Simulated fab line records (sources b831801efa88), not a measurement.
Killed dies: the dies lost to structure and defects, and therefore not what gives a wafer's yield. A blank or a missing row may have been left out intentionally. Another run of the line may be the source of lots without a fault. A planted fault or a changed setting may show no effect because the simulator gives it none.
A lot that was struck, set against a sound lot :: flow sky130 :: 15 out of 708 route steps
Sound: these wafers, L167.1, L167.2, L167.3. Struck: wafers L178.2, L178.4, L178.5. At the end, the cause is stated.
Each step with rows lists, per side, the tool, then ch with its chambers, then its first start. Under that, the readings that differ: sound wafers :: struck wafers :: difference of the means :: sigmas: that difference in standard deviations of wafers without a fault.
alike: same words and numbers on both sides, and readings whose means sit less than 2 such deviations apart. not compared: any withheld reading, any reading some wafer has no value for, any bound like >300 that may hide the same value, and any number with overlapping values for which the record gives no deviation.
A row with sigmas, a row that says differs or no value, or rows on one side alone: a step with any of these is where the two part. Numbers that have no deviation but don't overlap get no sigmas and don't part them. Lack of a reading on every wafer of one side parts them only where that side has two or more wafers.

first, 4 steps without rows for these wafers: SKY_VIA1_SOFTBAKE_08 (time 90 s); SKY_VIA1_EXPOSE_09 (exposes mask VIM, target cd 150 nm); SKY_VIA1_PEB_10; SKY_VIA1_DEVELOP_11 (develop time 60 s).
SKY_VIA1_CD_MEAS_12: target cd 150 nm.
  sound on cd-sem-01, day 35 16:54; struck on cd-sem-01, day 39 02:40
  alike: cd-nm
SKY_VIA1_OVL_MEAS_13:
  sound on overlay-01, day 35 17:01; struck on overlay-01, day 39 02:46
  alike: VIA1_OVL
SKY_VIA1_ETCH_14: etches BARC in N2/H2, stops on SiO2, time 45.9 s, target depth 60 nm.
  sound on rie-diel-02 ch 0,1,2, day 35 17:03; struck on rie-diel-04 ch 0,1, day 39 02:47
  alike: bias-w, drypump-motor-current-A, oes-product-au, throttle-valve-pct
  not compared: rf-hours-counter-h
SKY_VIA1_ETCH_15: etches SiO2 in C4F8/O2/Ar, stops on TiN, target depth 351 nm, time 54 s.
  sound on rie-diel-02 ch 0,1,2, day 35 17:05; struck on rie-diel-04 ch 0,1, day 39 02:50
  alike: bias-w, oes-product-au
  not compared: rf-hours-counter-h
SKY_VIA1_STRIP_16: strips in O2/N2.
  sound on plasma-asher-04 ch 0,1, day 35 17:08; struck on plasma-asher-01 ch 0, day 39 02:54
reading: drypump-motor-current-A (A)
sound: 5.8 6.7 6.7
struck: 5.2 5.2 5.2
difference: -1.2
sigmas: -2

reading: strip-time-to-endpoint-s (s)
sound: 4.444 4.449 4.440
struck: 4.512 4.501 4.521
difference: +0.067
sigmas: +2
  alike: oes-product-au
  not compared: rf-hours-counter-h
then, 3 steps without rows for these wafers: SKY_VIA1_STRIP_17 (strips in post etch residue remover, time 1200 s); SKY_VIA1_CLEAN_18 (cleans in IPA, time 180 s); SKY_VIA1_CLEAN_19 (cleans in O3/DIW).
SKY_VIA1_SPUTTER_20: material TiN, target thk 20 nm, time 80 s.
  sound on pvd-sputter-03, day 35 17:44; struck on pvd-sputter-01, day 39 03:34
  no value came back on the struck wafers for cathode-dc-power-W (W), chamber-pressure-pa (Pa), throttle-valve-pct (%); on the sound wafers cathode-dc-power-W (W) reads 4000.2 4000.6 4000.0
SKY_VIA1_CVD_21: deposits W, target thk 270 nm, time 80.902 s.
  sound on cvd-w-02 ch 0,1, day 35 17:47; struck on cvd-w-01 ch 0,1, day 39 03:38
  alike: heater-power-w
  not compared: since-wet-clean-h
-- the record jumps here: 11 days lie between the struck wafers' starts before and after (it left off in module VIA1 and takes up again in module PAD_OPEN, whose first step shown is number 708 of the route) --
SKY_PAD_OPEN_PROBE_99:
  sound on prober-01, day 46 15:38; struck on prober-02, day 49 20:32
reading: defect-limited-yield (%)
sound: 80.7 81.3 80.7
struck: 0 0 0
difference: -81
sigmas: -45

reading: killed_at_M0_to_M3
sound: 30 42 45
struck: 450 456 451
difference: +413
sigmas: +71

reading: killed-at-front-end
sound: 20 25 20
struck: 13 9 11
difference: -11
sigmas: -3

reading: killed-dies
sound: 95 92 95
struck: 492 492 492
difference: +398
sigmas: +45

reading: killed-on-rim
sound: 17 19 19
struck: 96 96 96
difference: +78
sigmas: +21

reading: sort_bin_5_function (%)
sound: 11.4 10.8 13.0
struck: 93.9 94.1 93.5
difference: +82.1
sigmas: +59

reading: sort-n-pass
sound: 397 400 397
struck: 0 0 0
difference: -398
sigmas: -45

reading: sort-yield-pct (%)
sound: 80.7 81.3 80.7
struck: 0 0 0
difference: -81
sigmas: -45
  alike: killed_at_M4_up, killed-at-contacts, killed-at-other, killed-open, killed-short, sort_bin_3_pad_short, sort_bin_6_memory

WHERE THEY PART
Last at SKY_PAD_OPEN_PROBE_99 as far as this record goes, first at SKY_VIA1_STRIP_16.

WHY: what had been put in by the simulator
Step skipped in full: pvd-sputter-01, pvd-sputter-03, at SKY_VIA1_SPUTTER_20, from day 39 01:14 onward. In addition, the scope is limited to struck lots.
